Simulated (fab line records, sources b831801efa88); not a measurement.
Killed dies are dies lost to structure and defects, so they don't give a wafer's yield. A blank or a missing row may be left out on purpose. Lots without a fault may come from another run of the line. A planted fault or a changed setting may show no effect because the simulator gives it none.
Problem report in the 8D (eight disciplines) form, filled by code | flow gf180mcu | the parts of the form that need people (team, actions taken, sign-off) are left out

1. THE PROBLEM
dose_ions_cm2 at GF_HV_LDD_IMPLANT_35 reads a mean of 8.690e+12 on 6 wafers of 2 lots; wafers without a fault read 7.501e+12 with a standard deviation of 8.1e+09. That is +99 or more standard deviations from the usual mean.
First seen on wafer L178.2, day 17 23:28, on implanter-03. The record holds 39 wafers of 13 lots with a number at this step. Rule for "out", or "out of limits": more than 4 standard deviations from the usual mean. The other wafers with a number count as sound.

2. WHAT IT IS AND WHAT IT IS NOT
question                    | is                                | is not
which readings at this step | dose_ions_cm2, faraday_current_uA | -
which lots                  | L178, L179                        | L160, L161, L162, L164, L165, L167, L168, L169, L170, L171, L172
which wafers of those lots  | all that have a number            | -
read on which tools         | implanter-03                      | implanter-01, implanter-02
when                        | from day 17 23:28                 | up to then (33 sound wafers)

3. SUSPECTS, AND WHAT RULES EACH OUT
Counting: a tool at a process step up to the reading stays a suspect if it ran every lot that is out and no sound lot after the first of them.
- implanter-03 at GF_HV_LDD_IMPLANT_35: kept. It ran every lot that is out, first L178 (day 17 23:28), and no sound lot after that; its last sound lot up to then is L171 (day 15 09:17). Its own readings are out on those wafers: dose_ions_cm2, faraday_current_uA.
Left after counting: implanter-03 at GF_HV_LDD_IMPLANT_35.

4. THE CAUSE (what the simulator had put in)
Process parameter drift: implanter-03, from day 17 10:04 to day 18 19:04, at GF_HV_LDD_IMPLANT_35. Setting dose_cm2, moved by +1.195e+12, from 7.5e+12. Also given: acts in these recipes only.
Counting left only this tool.

5. THE CHAIN OF EFFECTS, in route order
Each row: a reading whose mean over the struck wafers that have a number lies more than 3 standard deviations from the usual. Only readings for which the record gives a usual standard deviation are gone through. hours: the time from each lot's start at the first step in this table that gives one to its start at this step, as a median over the lots. sigmas: the change in usual standard deviations.
hours | step                 | reading            | usual     | on struck wafers | change     | sigmas
0     | GF_HV_LDD_IMPLANT_35 | dose_ions_cm2      | 7.501e+12 | 8.690e+12        | +1.189e+12 | +99 or more
0     | GF_HV_LDD_IMPLANT_35 | faraday_current_uA | 42.2      | 48.9             | +6.7       | +8.3
The process steps in it:
- GF_HV_LDD_IMPLANT_35
Later measuring or inspecting steps at which every struck wafer that the step has a row for has a number for every such reading, and none has moved that far: GF_HV_LDD_RS_MEAS_53.

6. WHAT WOULD HAVE CAUGHT IT SOONER
In this record the first reading out of limits was taken at day 17 23:28, 13 hours after the fault began at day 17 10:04.
